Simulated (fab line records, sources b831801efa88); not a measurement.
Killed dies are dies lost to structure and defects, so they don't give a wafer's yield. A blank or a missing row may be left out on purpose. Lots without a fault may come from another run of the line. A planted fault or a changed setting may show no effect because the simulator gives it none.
A struck lot beside a sound one | flow sky130 | 34 steps out of a route of 708
Sound: wafers L212.2, L212.4, L212.6. Struck: wafers L220.1, L220.2, L220.4. The cause comes at the end.
At each step with rows: each side's tool, then ch and its chambers, then its first start. Under that, the readings that differ: sound wafers | struck wafers | difference of the means | sigmas: that difference in standard deviations of wafers without a fault.
alike: readings whose means differ by less than 2 such deviations, and words and numbers that are the same on both sides. not compared: withheld readings, readings that some wafer has no value for, bounds like >300 that may hide the same value, and numbers for which the record gives no deviation and whose values overlap.
The two part at a step that has a row with sigmas, a row that says differs or no value, or rows on one side only. Numbers that don't overlap but have no deviation are shown without sigmas and don't part them. A reading that every wafer of one side lacks parts them only if that side has two wafers or more.

first, 5 steps without rows for these wafers: SKY_VT_ADJUST_HVTR_COAT_02 (resist thk 1140 nm); SKY_VT_ADJUST_HVTR_SOFTBAKE_03 (time 60 s); SKY_VT_ADJUST_HVTR_EXPOSE_04 (exposes mask HVTRM, target cd 380 nm); SKY_VT_ADJUST_HVTR_PEB_05; SKY_VT_ADJUST_HVTR_DEVELOP_06 (develop time 60 s).
SKY_VT_ADJUST_HVTR_CD_MEAS_07: target cd 380 nm.
  sound on cd_sem-02, day 10 20:31; struck on cd_sem-01, day 13 03:28
  alike: cd_nm
SKY_VT_ADJUST_HVTR_OVL_MEAS_08:
  sound on overlay-01, day 10 20:38; struck on overlay-01, day 13 03:35
  alike: VT_ADJUST_HVTR_OVL
then, 1 step without rows for these wafers: SKY_VT_ADJUST_HVTR_IMPLANT_09.
SKY_VT_ADJUST_HVTR_STRIP_10: strips in O2/N2.
  sound on plasma_asher-02 ch 0,1, day 10 20:49; struck on plasma_asher-01 ch 0,1, day 13 03:46
  alike: drypump_motor_current_A, oes_product_au, strip_time_to_endpoint_s
  not compared: rf_hours_counter_h
SKY_VT_ADJUST_HVTR_TW_MEAS_11:
  sound on film_metro-03, day 10 20:55; struck on film_metro-03, day 13 03:52
  alike: VT_ADJUST_HVTR_TW
then, 2 steps without rows for these wafers: SKY_VT_ADJUST_PCH_DEHYDRATE_00 (time 60 s); SKY_VT_ADJUST_PCH_HMDS_01 (prime time 60 s).
SKY_VT_ADJUST_PCH_COAT_02: resist thk 3000 nm.
  sound on litho_track-01 ch 0, day 11 07:32; struck on litho_track-01, day 13 15:55
  no value came back on the struck wafers for chill_plate_temp_C (C), dispense_pressure_kPa (kPa); on the sound wafers chill_plate_temp_C (C) reads 23.16 23.13 23.05
then, 4 steps without rows for these wafers: SKY_VT_ADJUST_PCH_SOFTBAKE_03; SKY_VT_ADJUST_PCH_EXPOSE_04 (exposes mask NWM, target cd 840 nm); SKY_VT_ADJUST_PCH_PEB_05; SKY_VT_ADJUST_PCH_DEVELOP_06 (develop time 60 s).
SKY_VT_ADJUST_PCH_OVL_MEAS_07:
  sound on overlay-01, day 11 20:37; struck on overlay-02, day 14 05:49
  reading                | sound       | struck | difference                    | sigmas
  VT_ADJUST_PCH_OVL (nm) | 1.5 0.6 2.5 | - - -  | no value on the struck wafers |
then, 1 step without rows for these wafers: SKY_VT_ADJUST_PCH_IMPLANT_08.
SKY_VT_ADJUST_PCH_STRIP_09: strips in O2/N2.
  sound on plasma_asher-03 ch 0,1, day 11 20:48; struck on plasma_asher-01 ch 0,1, day 14 06:00
  no value came back on the struck wafers for oes_product_au (a.u.), strip_time_to_endpoint_s (s); on the sound wafers oes_product_au (a.u.) reads 0.722 0.715 0.728
  alike: drypump_motor_current_A
  not compared: rf_hours_counter_h
SKY_VT_ADJUST_PCH_TW_MEAS_10:
  sound on film_metro-01, day 11 20:55; struck on film_metro-01, day 14 06:06
  alike: VT_ADJUST_PCH_TW
then, 7 steps without rows for these wafers: SKY_SONOS_TUNNEL_DEHYDRATE_00 (time 60 s); SKY_SONOS_TUNNEL_HMDS_01 (prime time 60 s); SKY_SONOS_TUNNEL_COAT_02 (resist thk 1140 nm); SKY_SONOS_TUNNEL_SOFTBAKE_03 (time 60 s); SKY_SONOS_TUNNEL_EXPOSE_04 (exposes mask TUNM, target cd 410 nm); SKY_SONOS_TUNNEL_PEB_05; SKY_SONOS_TUNNEL_DEVELOP_06 (develop time 60 s).
SKY_SONOS_TUNNEL_CD_MEAS_07: target cd 410 nm.
  sound on cd_sem-02, day 12 21:10; struck on cd_sem-02, day 15 09:11
  alike: cd_nm
SKY_SONOS_TUNNEL_OVL_MEAS_08:
  sound on overlay-01, day 12 21:17; struck on overlay-01, day 15 09:19
  alike: SONOS_TUNNEL_OVL
then, 3 steps without rows for these wafers: SKY_SONOS_TUNNEL_IMPLANT_09; SKY_SONOS_TUNNEL_WET_ETCH_10 (etches SiO2 in dHF, target depth 14 nm, time 280 s); SKY_SONOS_TUNNEL_STRIP_11 (strips in SPM, time 600 s).
SKY_SONOS_TUNNEL_TW_MEAS_12:
  sound on film_metro-01, day 12 21:44; struck on film_metro-04, day 15 10:10
  reading         | sound             | struck            | difference | sigmas
  SONOS_TUNNEL_TW | 197.1 197.0 196.3 | 215.8 214.2 214.0 | +17.9      | +14
  not compared: hold

WHERE THEY PART
First at SKY_VT_ADJUST_PCH_COAT_02; last, within this record, at SKY_SONOS_TUNNEL_TW_MEAS_12.

WHY: what the simulator had put in
Skipped step whole: litho_track-01, from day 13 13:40 on, at SKY_VT_ADJUST_PCH_COAT_02. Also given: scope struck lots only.
